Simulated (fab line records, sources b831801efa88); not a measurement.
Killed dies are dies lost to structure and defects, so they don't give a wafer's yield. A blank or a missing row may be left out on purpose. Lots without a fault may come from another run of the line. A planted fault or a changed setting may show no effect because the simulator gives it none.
fab line records | flow sky130
record lots=7 wafers=21 last_day=50
route steps=708 shown SONOS_TUNNEL@156 SONOS_ONO@168 PAD_OPEN@708
lots that met no fault: from a run of the same line without faults
start_h: hours from the record's first day to the start of the lot's first wafer shown | wait_h: hours since the lot's step before | " the same as in the row above | L1.1+2: a row that stands for several wafers | - no value, or no start given | * or withheld: withheld | < > ~ a bound
route shown NAME@n: a module of which the file shows steps, and the number in the route of the first | usual: mean/standard deviation of fault-free wafers | same: alike in all rows | chamber/n: place in a boat | sites: the reading at each site | _std_site: their standard deviation | _edge_site: outer sites' mean less inner sites' | radius_mm: how far each site lies from the wafer's centre | mask NAME#n: copy n | behind: the tool/chamber that last shaped the wafer | hold: why the lot was held/for how many hours/how that ended | device: the transistor (n, p or np) that didn't switch | end of line: the same wafers' tests at the end of the route | a step without rows: its recipe alone | killed: dies lost to structure and defects at the first sort, not the wafer's yield | map: a wafer's dies, x killed, . not, _ none there
set.NAME: the setting as run; set.NAME@STEP: as run at that earlier step | model.NAME: the simulator's own value behind a step, which no gauge read
lots at some steps of the route; a table a step, a row a wafer
services: from which hour (start_h, from the record's first day; less than 0 if before it) a tool's chamber was out of use, for how many hours, and why
## steps
# step SKY_SONOS_TUNNEL_COAT_02
# recipe resist=NOVOLAK spin_rpm=3000 resist_thk_nm=1140
# step SKY_SONOS_TUNNEL_SOFTBAKE_03
# recipe temp_c=90 time_s=60 resist=NOVOLAK
# step SKY_SONOS_TUNNEL_EXPOSE_04
# recipe mask_id=TUNM na=0.6 source_shape=conventional sigma_outer=0.6 polarization=unpolarized target_cd_nm=410 dose_mj=136
# step SKY_SONOS_TUNNEL_PEB_05
# recipe temp_c=withheld time_s=* resist=NOVOLAK
# step SKY_SONOS_TUNNEL_DEVELOP_06
# recipe resist=NOVOLAK developer=TMAH develop_time_s=60 dev_temp_c=23
# step SKY_SONOS_TUNNEL_CD_MEAS_07
# recipe target_cd_nm=410
# usual cd_nm=409.7/2.2
# columns lot.wafer tool chamber start_h wait_h cd_nm
L959.1 cd_sem-02 - 295.83 0.1 410.7
L959.3 " - " " 408.1
L959.4 " - " " 409.0
L963.2 cd_sem-01 - 341.09 0.1 411.9
L963.3 " - " " 412.2
L963.5 " - " " 408.6
L965.2 cd_sem-02 - 350.72 0.1 411.5
L965.3 " - " " 409.5
L965.4 " - " " 411.5
L966.2 cd_sem-01 - 352.60 0.1 410.8
L966.3 " - " " 409.1
L966.4 " - " " 411.3
L967.1 cd_sem-02 - 356.28 0.1 415.3
L967.2 " - " " 413.3
L967.3 " - " " 416.5
L971.1 cd_sem-01 - 389.63 0.1 411.4
L971.5 " - " " 409.0
L971.6 " - " " 409.9
L976.1 cd_sem-01 - 431.17 0.1 411.9
L976.4 " - " " 410.2
L976.6 " - " " 411.8
# step SKY_SONOS_TUNNEL_OVL_MEAS_08
# usual SONOS_TUNNEL_OVL=0.0/1.3
# columns lot.wafer tool chamber start_h wait_h SONOS_TUNNEL_OVL[nm]
L959.1 overlay-02 - 295.95 0.1 1.2
L959.3 " - " " -0.4
L959.4 " - " " 0.4
L963.2 overlay-01 - 341.20 0.1 -0.6
L963.3 " - " " -1.7
L963.5 " - " " 0.9
L965.2 overlay-01 - 350.83 0.1 -1.3
L965.3 " - " " -2.3
L965.4 " - " " -1.7
L966.2 overlay-02 - 352.70 0.1 0.2
L966.3 " - " " 0.6
L966.4 " - " " 0.9
L967.1 overlay-02 - 356.40 0.1 -0.6
L967.2 " - " " 0.4
L967.3 " - " " 1.8
L971.1 overlay-02 - 389.75 0.1 1.5
L971.5 " - " " 1.4
L971.6 " - " " 3.2
L976.1 overlay-01 - 431.29 0.1 -2.9
L976.4 " - " " -0.8
L976.6 " - " " -2.1
# step SKY_SONOS_TUNNEL_IMPLANT_09
# recipe species=B energy_kev=20 dose_cm2=1e+12 tilt_deg=withheld
# step SKY_SONOS_TUNNEL_WET_ETCH_10
# recipe chemistry=dHF target_depth_nm=14 target=SiO2 dilution=100:1 temp_c=25 time_s=280
# step SKY_SONOS_TUNNEL_STRIP_11
# recipe chemistry=SPM time_s=600 temp_c=130
# step SKY_SONOS_TUNNEL_TW_MEAS_12
# usual SONOS_TUNNEL_TW=197.9/0.88
# columns lot.wafer tool chamber start_h wait_h SONOS_TUNNEL_TW
L959.1 film_metro-02 - 296.40 0.0 197.8
L959.3 " - " " 197.7
L959.4 " - " " 197.7
L963.2 film_metro-04 - 341.68 0.0 198.0
L963.3 " - " " 199.4
L963.5 " - " " 197.6
L965.2 film_metro-03 - 351.28 0.0 196.8
L965.3 " - " " 196.7
L965.4 " - " " 197.6
L966.2 film_metro-04 - 353.17 0.0 198.4
L966.3 " - " " 198.9
L966.4 " - " " 198.2
L967.1 film_metro-02 - 356.86 0.0 196.3
L967.2 " - " " 197.5
L967.3 " - " " 197.3
L971.1 film_metro-02 - 390.20 0.0 198.9
L971.5 " - " " 198.2
L971.6 " - " " 198.0
L976.1 film_metro-03 - 431.75 0.0 198.5
L976.4 " - " " 196.7
L976.6 " - " " 198.2
# step SKY_SONOS_TUNNEL_CLEAN_13
# recipe chemistry=dHF time_s=20 dilution=100:1 dry=ipa_marangoni
# step SKY_SONOS_ONO_OXIDATION_00
# recipe temp_c=800 ambient=O2 idle_temp_c=700 ramp_up_c_per_min=10 ramp_down_c_per_min=3 stabilise_s=600 purge_s=300 target_thk_a=26 ox_time_s=1249
# usual ramp_up_c_per_min=10.000/0.002 spike_tc_bottom_C=816.7/2 spike_tc_centre_C=802.1/1.3 spike_tc_lower_C=800.7/0.97 spike_tc_top_C=812.5/1.1 spike_tc_upper_C=799.6/0.99 tube_center_temp_C=800/0.074 tube_center_temp_C_max=802.1/0.35 zone_power_lower_pct=14.5/2.5 zone_power_top_pct=28.9/1.9 zone_power_upper_pct=13.90/0.17
# same ox_time_s=1249
# columns lot.wafer tool chamber start_h wait_h ramp_up_c_per_min spike_tc_bottom_C spike_tc_centre_C spike_tc_lower_C spike_tc_top_C spike_tc_upper_C tube_center_temp_C tube_center_temp_C_max zone_power_lower_pct zone_power_top_pct zone_power_upper_pct model.SiO2_of_SONOS_ONO_OXIDATION_00.thk_nm
L959.1 furnace-01 0 296.68 0.2 10.003 815.9 801.1 800.5 813.2 799.6 799.94 802.4 17.4 26.8 13.74 2.507
L959.3 " 0 " " 10.001 814.4 802.5 800.6 812.0 799.4 799.99 802.2 17.5 26.6 14.00 2.531
L959.4 " 0 " " 10.002 812.7 801.6 800.7 813.4 799.5 799.97 801.8 17.5 26.8 14.03 2.542
L963.2 furnace-02 0 343.48 1.7 10.002 818.7 805.0 800.6 812.5 799.1 799.96 801.9 12.4 30.3 13.99 2.491
L963.3 " 0 " " 9.9987 818.4 803.1 799.5 811.5 800.4 800.08 802.1 12.4 30.5 13.79 2.461
L963.5 " 0 " " 10.000 817.8 801.3 800.2 813.6 801.0 800.06 801.9 12.5 30.6 13.74 2.475
L965.2 furnace-01 0 352.64 1.3 10.004 835.7 822.4 821.5 831.8 820.4 821.56 823.8 18.5 27.8 14.59 3.54
L965.3 " 0 " " 9.9992 836.8 823.5 821.3 832.5 822.1 821.44 823.6 18.6 28.1 14.70 3.565
L965.4 " 0 " " 10.001 835.8 821.6 821.4 831.5 820.2 821.43 823.3 18.8 28.2 15.04 3.496
L966.2 furnace-01 0 353.99 0.7 9.9993 835.0 822.4 822.5 834.2 821.5 821.47 823.2 18.3 27.9 14.80 3.488
L966.3 " 0 " " 9.9995 834.4 822.9 823.6 833.2 821.4 821.32 823.3 18.4 27.8 14.83 3.535
L966.4 " 0 " " 10.001 834.7 820.2 823.5 833.1 821.3 821.42 823.6 18.6 27.5 14.89 3.536
L967.1 furnace-01 0 358.77 1.8 10.002 834.9 822.6 822.5 833.0 820.3 821.56 823.6 18.5 27.8 14.88 3.509
L967.2 " 0 " " 9.9998 835.9 822.1 821.9 831.9 820.1 821.35 823.7 18.3 28.2 14.74 3.505
L967.3 " 0 " " 9.9989 836.3 822.0 821.3 833.9 820.4 821.53 823.3 18.4 27.5 14.79 3.525
L971.1 furnace-02 0 392.48 2.2 10.003 819.0 801.9 801.1 812.8 799.8 800.08 802.2 12.4 30.4 13.91 2.582
L971.5 " 0 " " 10.0000 816.3 801.8 800.2 813.2 800.8 799.92 801.9 12.5 30.2 13.77 2.584
L971.6 " 0 " " 10.001 817.3 802.4 800.7 812.9 799.1 799.9 801.8 12.4 30.3 13.81 2.587
L976.1 furnace-02 0 433.54 1.7 10.002 818.1 802.0 800.6 812.8 801.8 799.95 802.6 12.2 30.4 14.00 2.659
L976.4 " 0 " " 10.001 818.0 802.9 800.9 813.3 801.3 800.06 802.1 12.7 30.1 13.63 2.64
L976.6 " 0 " " 9.9987 817.2 802.4 800.6 812.0 800.2 799.94 801.6 12.3 30.1 13.71 2.672
# step SKY_SONOS_ONO_THK_MEAS_01
# recipe reads=SiO2_of_SONOS_ONO_OXIDATION_00
# usual SONOS_ONO_OXIDATION_THK=2.58/0.064
# columns lot.wafer tool chamber start_h wait_h SONOS_ONO_OXIDATION_THK[nm]
L959.1 film_metro-03 - 298.03 0.0 2.55
L959.3 " - " " 2.54
L959.4 " - " " 2.56
L963.2 film_metro-03 - 344.84 0.0 2.48
L963.3 " - " " 2.44
L963.5 " - " " 2.47
L965.2 film_metro-01 - 354.00 0.0 3.54
L965.3 " - " " 3.58
L965.4 " - " " 3.54
L966.2 film_metro-01 - 355.34 0.0 3.46
L966.3 " - " " 3.55
L966.4 " - " " 3.54
L967.1 film_metro-01 - 360.12 0.0 3.55
L967.2 " - " " 3.47
L967.3 " - " " 3.54
L971.1 film_metro-02 - 393.83 0.0 2.60
L971.5 " - " " 2.57
L971.6 " - " " 2.61
L976.1 film_metro-01 - 434.89 0.0 2.64
L976.4 " - " " 2.63
L976.6 " - " " 2.69
# step SKY_SONOS_ONO_CVD_02
# recipe material=Si3N4 precursor=DCS/NH3 target_thk_nm=10.5 temp_c=770 time_s=180 pressure_mtorr=250
# step SKY_PAD_OPEN_PROBE_99
# usual killed_at_M0_to_M3=43/7.3 killed_at_M4_up=3.2/1.9 killed_at_contacts=25/5.4 killed_at_front_end=16/4.4 killed_at_other=0.4/0.66 killed_dies=87/11 killed_open=48/7.9 killed_short=39/6.5
# same gross_dies=492 killed_at_back_side=0
# columns lot.wafer tool chamber start_h wait_h killed_at_M0_to_M3 killed_at_M4_up killed_at_contacts killed_at_front_end killed_at_other killed_dies killed_open killed_short model.etest.sonos_erased.drive_ua_um model.etest.sonos_uncharged.r_on_ohm_um model.etest.sonos_programmed.off_log10_a_um model.etest.sonos_erased.vt_v model.etest.cap_ono.gate_log10_a_cm2 model.etest.cap_ono.gate_bv_v model.etest.cap_ono.tox_acc_nm model.etest.sonos_programmed.vt_v
L959.1 prober-02 - 1118.87 0.1 35 4 37 11 1 88 40 48 197.9 822.3 -13.93 -2.286 -7.922 16.3 12.88 1.448
L959.3 prober-02 - 1118.97 0.2 36 1 28 16 0 81 45 36 170.3 809.2 -14.03 -2.247 -8.023 16.2 12.98 1.472
L959.4 prober-02 - 1119.02 0.2 46 1 30 20 0 97 52 45 185.4 801.6 -13.97 -2.3 -7.854 16.66 12.84 1.498
L963.2 prober-01 - 1156.27 0.1 47 3 23 13 0 86 53 33 163.7 819.1 -14.01 -2.289 -7.857 16.57 12.83 1.452
L963.3 prober-01 - 1156.32 0.2 54 3 23 13 1 94 49 45 166.5 817.1 -14.05 -2.282 -7.929 16.72 12.89 1.401
L963.5 prober-01 - 1156.42 0.2 40 2 22 12 0 76 41 35 203 801.2 -13.98 -2.307 -8.008 16.6 12.96 1.39
L965.2 prober-01 - 1165.07 0.1 42 4 19 15 0 80 44 35 20.88 861.8 -11.88 -0.4 -9.424 17.44 14.06 0.7573
L965.3 prober-01 - 1165.12 0.2 39 3 29 11 0 82 40 41 22.65 857.5 -11.08 -0.4269 -9.441 18.03 14.12 0.7013
L965.4 prober-01 - 1165.17 0.2 45 3 32 23 0 103 69 33 20.32 847.4 -12.76 -0.374 -9.333 17.6 13.96 0.8799
L966.2 prober-02 - 1165.55 0.1 46 4 26 17 0 93 45 48 20.47 860.5 -12.38 -0.3844 -9.299 18.39 13.91 0.8527
L966.3 prober-02 - 1165.60 0.2 50 6 22 21 0 99 57 42 19.46 869.7 -12.07 -0.3751 -9.354 18.07 14.01 0.7894
L966.4 prober-02 - 1165.65 0.2 35 4 35 27 0 101 59 41 21.41 834 -11.94 -0.4057 -9.391 17.79 14.03 0.7966
L967.1 prober-01 - 1166.62 0.1 49 2 27 20 3 101 54 44 22.18 859.2 -10.38 -0.4317 -9.688 17.72 14.23 0.6339
L967.2 prober-01 - 1166.67 0.1 46 2 32 16 0 96 57 39 20.85 865.5 -12.16 -0.3952 -9.458 17.79 14.01 0.7972
L967.3 prober-01 - 1166.72 0.2 31 9 27 13 3 83 40 40 21.34 867.7 -11.33 -0.3974 -9.463 17.34 14.12 0.7407
L971.1 prober-01 - 1185.49 0.1 47 4 29 12 0 92 54 38 174 805.6 -13.96 -2.188 -8.142 16.72 13.06 1.315
L971.5 prober-01 - 1185.69 0.2 47 4 31 28 1 111 67 44 159.7 821.5 -13.96 -2.171 -8.13 16.55 13.05 1.302
L971.6 prober-01 - 1185.74 0.2 31 2 25 11 0 69 39 29 173.5 827.9 -14.02 -2.232 -7.97 16.62 12.95 1.473
L976.1 prober-02 - 1206.45 0.1 37 5 35 26 0 103 51 52 172.6 799.5 -13.89 -2.241 -8.033 16.44 12.88 1.434
L976.4 prober-02 - 1206.60 0.2 49 2 26 10 0 87 49 38 164.8 828.8 -13.88 -2.23 -7.946 16.44 12.9 1.474
L976.6 prober-02 - 1206.70 0.2 29 1 29 19 0 78 48 30 178.3 807.7 -14 -2.218 -8.048 16.5 12.93 1.45
# killed by level:class
L959.1 CONTACT:geometric_particle:open=11 LI_CONTACT:geometric_particle:open=8 LOCAL_INTERCONNECT:geometric_particle:short=8 CONTACT:geometric_particle:short=8 METAL2:geometric_particle:short=6 POLY_GATE:geometric_particle:short=5 VIA1:geometric_particle:open=5 VIA2:geometric_particle:open=5
L959.3 CONTACT:geometric_particle:open=10 VIA1:geometric_particle:open=9 FIELD_ISO:geometric_particle:open=7 LI_CONTACT:geometric_particle:open=7 LOCAL_INTERCONNECT:geometric_particle:short=7 METAL1:geometric_particle:short=6 VIA1:geometric_particle:short=5 FIELD_ISO:geometric_particle:short=4
L959.4 VIA1:geometric_particle:open=10 CONTACT:geometric_particle:open=9 METAL1:geometric_particle:short=7 FIELD_ISO:geometric_particle:open=6 LOCAL_INTERCONNECT:geometric_particle:short=6 VIA3:geometric_particle:open=6 VIA1:geometric_particle:short=6 VIA2:geometric_particle:open=6
L963.2 VIA1:geometric_particle:open=12 CONTACT:geometric_particle:open=9 VIA2:geometric_particle:open=8 VIA3:geometric_particle:open=7 LI_CONTACT:geometric_particle:open=5 CONTACT:geometric_particle:short=5 FIELD_ISO:geometric_particle:open=4 FIELD_ISO:geometric_particle:short=4
L963.3 CONTACT:geometric_particle:open=11 VIA1:geometric_particle:open=10 METAL1:geometric_particle:short=7 VIA1:geometric_particle:short=7 VIA3:geometric_particle:open=7 VIA2:geometric_particle:open=6 METAL3:geometric_particle:short=5 FIELD_ISO:geometric_particle:open=4
L963.5 VIA3:geometric_particle:open=8 CONTACT:geometric_particle:open=8 METAL2:geometric_particle:short=8 VIA1:geometric_particle:open=7 LI_CONTACT:geometric_particle:open=7 VIA2:geometric_particle:open=7 FIELD_ISO:geometric_particle:short=4 LI_CONTACT:geometric_particle:short=4
L965.2 VIA1:geometric_particle:open=8 LI_CONTACT:geometric_particle:open=6 CONTACT:geometric_particle:open=6 VIA3:geometric_particle:open=5 VIA1:geometric_particle:short=5 METAL2:geometric_particle:short=5 METAL2:geometric_particle:open=5 FIELD_ISO:geometric_particle:short=4
L965.3 LI_CONTACT:geometric_particle:open=12 METAL2:geometric_particle:short=8 VIA1:geometric_particle:short=7 VIA1:geometric_particle:open=7 CONTACT:geometric_particle:short=6 CONTACT:geometric_particle:open=6 FIELD_ISO:geometric_particle:open=5 VIA2:geometric_particle:open=5
L965.4 CONTACT:geometric_particle:open=15 LI_CONTACT:geometric_particle:open=9 VIA1:geometric_particle:open=9 METAL1:geometric_particle:short=8 VIA3:geometric_particle:open=7 POLY_GATE:geometric_particle:open=7 FIELD_ISO:geometric_particle:short=6 FIELD_ISO:geometric_particle:open=5
L966.2 CONTACT:geometric_particle:open=10 VIA3:geometric_particle:open=7 FIELD_ISO:geometric_particle:open=6 METAL2:geometric_particle:short=6 VIA1:geometric_particle:open=6 CONTACT:geometric_particle:short=6 METAL3:geometric_particle:short=6 VIA1:geometric_particle:short=6
L966.3 VIA1:geometric_particle:open=11 VIA2:geometric_particle:open=9 POLY_GATE:geometric_particle:short=7 LI_CONTACT:geometric_particle:open=7 VIA3:geometric_particle:open=7 POLY_GATE:geometric_particle:open=6 CONTACT:geometric_particle:open=6 CONTACT:geometric_particle:short=5
L966.4 FIELD_ISO:geometric_particle:open=11 CONTACT:geometric_particle:open=11 LOCAL_INTERCONNECT:geometric_particle:short=10 FIELD_ISO:geometric_particle:short=7 LI_CONTACT:geometric_particle:open=7 VIA2:geometric_particle:open=7 VIA3:geometric_particle:open=7 POLY_GATE:geometric_particle:open=5
L967.1 LI_CONTACT:geometric_particle:open=11 VIA2:geometric_particle:open=11 VIA1:geometric_particle:open=7 VIA1:geometric_particle:short=7 METAL1:geometric_particle:short=6 VIA3:geometric_particle:open=6 POLY_GATE:geometric_particle:open=5 CONTACT:geometric_particle:open=5
L967.2 VIA1:geometric_particle:open=15 CONTACT:geometric_particle:open=11 LI_CONTACT:geometric_particle:open=10 METAL2:geometric_particle:short=8 VIA3:geometric_particle:open=6 VIA1:geometric_particle:short=5 POLY_GATE:geometric_particle:open=4 CONTACT:geometric_particle:short=4
L967.3 CONTACT:geometric_particle:open=12 VIA1:geometric_particle:open=8 METAL4:geometric_particle:short=7 LOCAL_INTERCONNECT:geometric_particle:short=6 METAL2:geometric_particle:short=5 METAL1:geometric_particle:short=4 POLY_GATE:geometric_particle:open=3 VIA2:geometric_particle:open=3
L971.1 VIA1:geometric_particle:open=12 CONTACT:geometric_particle:open=10 METAL1:geometric_particle:short=8 LI_CONTACT:geometric_particle:open=7 METAL2:geometric_particle:short=7 VIA2:geometric_particle:open=5 FIELD_ISO:geometric_particle:short=4 METAL1:geometric_particle:open=4
L971.5 CONTACT:geometric_particle:open=14 VIA2:geometric_particle:open=14 VIA1:geometric_particle:open=12 FIELD_ISO:geometric_particle:short=11 LI_CONTACT:geometric_particle:open=9 FIELD_ISO:geometric_particle:open=6 POLY_GATE:geometric_particle:short=6 METAL1:geometric_particle:short=5
L971.6 VIA1:geometric_particle:open=11 LI_CONTACT:geometric_particle:open=9 CONTACT:geometric_particle:open=6 POLY_GATE:geometric_particle:open=4 LOCAL_INTERCONNECT:geometric_particle:short=4 METAL1:geometric_particle:short=4 FIELD_ISO:geometric_particle:short=3 LI_CONTACT:geometric_particle:short=3
L976.1 CONTACT:geometric_particle:open=14 FIELD_ISO:geometric_particle:open=9 VIA1:geometric_particle:short=8 POLY_GATE:geometric_particle:open=7 LOCAL_INTERCONNECT:geometric_particle:short=6 CONTACT:geometric_particle:short=6 VIA1:geometric_particle:open=6 POLY_GATE:geometric_particle:short=5
L976.4 VIA1:geometric_particle:open=10 CONTACT:geometric_particle:open=9 VIA2:geometric_particle:open=7 VIA1:geometric_particle:short=6 VIA3:geometric_particle:open=6 LI_CONTACT:geometric_particle:short=5 CONTACT:geometric_particle:short=5 VIA3:geometric_particle:short=5
L976.6 CONTACT:geometric_particle:open=14 LI_CONTACT:geometric_particle:open=8 FIELD_ISO:geometric_particle:open=6 VIA3:geometric_particle:open=5 VIA1:geometric_particle:open=4 METAL2:geometric_particle:short=4 FIELD_ISO:geometric_particle:short=3 POLY_GATE:geometric_particle:short=3
## services
# columns tool chamber start_h hours kind
furnace-02 - 313.25 4.0 pm
furnace-01 - 355.33 3.4 pm
furnace-02 - 364.59 3.5 pm
## key
first_sign step=SKY_SONOS_ONO_OXIDATION_00 reading=tube_center_temp_C direction=up sigmas=99+ usual=* struck=*
effect step=SKY_SONOS_ONO_OXIDATION_00 reading=tube_center_temp_C_max direction=up sigmas=62 usual=* struck=*
effect step=SKY_SONOS_ONO_THK_MEAS_01 reading=SONOS_ONO_OXIDATION_THK direction=up sigmas=15 usual=2.58 struck=3.53
model_effect step=SKY_SONOS_ONO_OXIDATION_00 value=SiO2_of_SONOS_ONO_OXIDATION_00.thk_nm without=2.62 struck=3.522
model_effect step=SKY_PAD_OPEN_PROBE_99 value=etest.sonos_erased.drive_ua_um without=175.6 struck=21.06
met_at SKY_SONOS_ONO_OXIDATION_00
struck_wafers L965.2,L965.3,L965.4,L966.2,L966.3,L966.4,L967.1,L967.2,L967.3
tester_left_out L965,L966,L967
fault kind=process_parameter_drift tool=furnace-01 chamber=- onset_h=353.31 steps=SKY_SONOS_ONO_OXIDATION_00 channel=temp_c offset=* shape=step end_h=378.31 acts_in=* stated=*
# tester_left_out: of these lots the tester's yield and bins aren't shown, on N5 and GAA mostly nor the transistor test; their killed dies are dies lost to structure and defects alone, not to doping, threshold or leakage, so they don't give the yield
